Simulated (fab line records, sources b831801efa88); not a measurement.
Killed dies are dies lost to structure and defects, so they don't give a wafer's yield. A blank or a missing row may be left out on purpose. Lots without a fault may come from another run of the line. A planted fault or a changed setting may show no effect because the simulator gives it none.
Which tool did it? | flow gf180mcu | 6 lots, 18 wafers sampled, at 3 steps of a route of 602

WHAT THE GAUGES READ, wafer by wafer
GF_M5_CD_MEAS_07: target cd 280 nm.
lot  | measured     | on        | cd_nm (nm)
L435 | day 27 01:07 | cd_sem-02 | 278.2 279.3 278.9
L437 | day 27 09:13 | cd_sem-02 | 278.6 279.7 279.2
L441 | day 28 23:35 | cd_sem-02 | 280.0 278.9 278.4
L444 | day 29 09:46 | cd_sem-02 | 279.0 278.1 279.1
L448 | day 30 15:05 | cd_sem-01 | 279.5 278.6 279.7
L457 | day 32 17:49 | cd_sem-01 | 279.5 277.8 279.1

WHICH TOOL RAN EACH LOT (tool, then ch and the chambers of the sampled wafers, then the start)
lot  | GF_V4_ETCH_17                      | GF_MIM_STRIP_20
L435 | rie_diel-03 ch 1,2, day 25 06:00   | plasma_asher-01 ch 0,1, day 26 04:35
L437 | rie_diel-02 ch 1,2, day 25 14:00   | plasma_asher-04 ch 0,1, day 26 12:53
L441 | rie_diel-01 ch 1,2,3, day 27 06:00 | plasma_asher-01 ch 0,1, day 28 03:38
L444 | rie_diel-02 ch 0,1,3, day 27 16:00 | plasma_asher-04 ch 0,1, day 28 14:13
L448 | rie_diel-01 ch 0,1, day 28 23:00   | plasma_asher-03 ch 0,1, day 29 20:32
L457 | rie_diel-01 ch 2,3, day 31 06:00   | plasma_asher-01 ch 0,1, day 32 01:16
- GF_V4_ETCH_17: etches SiO2 in C4F8/O2/Ar, stops on TiN, target depth 630 nm.
- GF_MIM_STRIP_20: strips in O2/N2.

THE ANSWER, worked out from the rows above alone
Rule: what is usual is taken from the lots themselves. Put in order of their means at a reading, lots are off if they are a third of the lots or fewer, leave a main group of 4 or more, and stand apart from it by a gap of 3 or more times the standard deviation of the main group's means; of several such gaps the widest counts. A main group whose means are all the same, to the digits that the tables above print for the reading, isn't used. A lot without any number at a reading at which 4 lots or more have one is off too. The other lots that the step has rows for count as sound.
No lot is off at any reading shown: from this, nothing can be told.

WHAT THE SIMULATOR HAD PUT IN
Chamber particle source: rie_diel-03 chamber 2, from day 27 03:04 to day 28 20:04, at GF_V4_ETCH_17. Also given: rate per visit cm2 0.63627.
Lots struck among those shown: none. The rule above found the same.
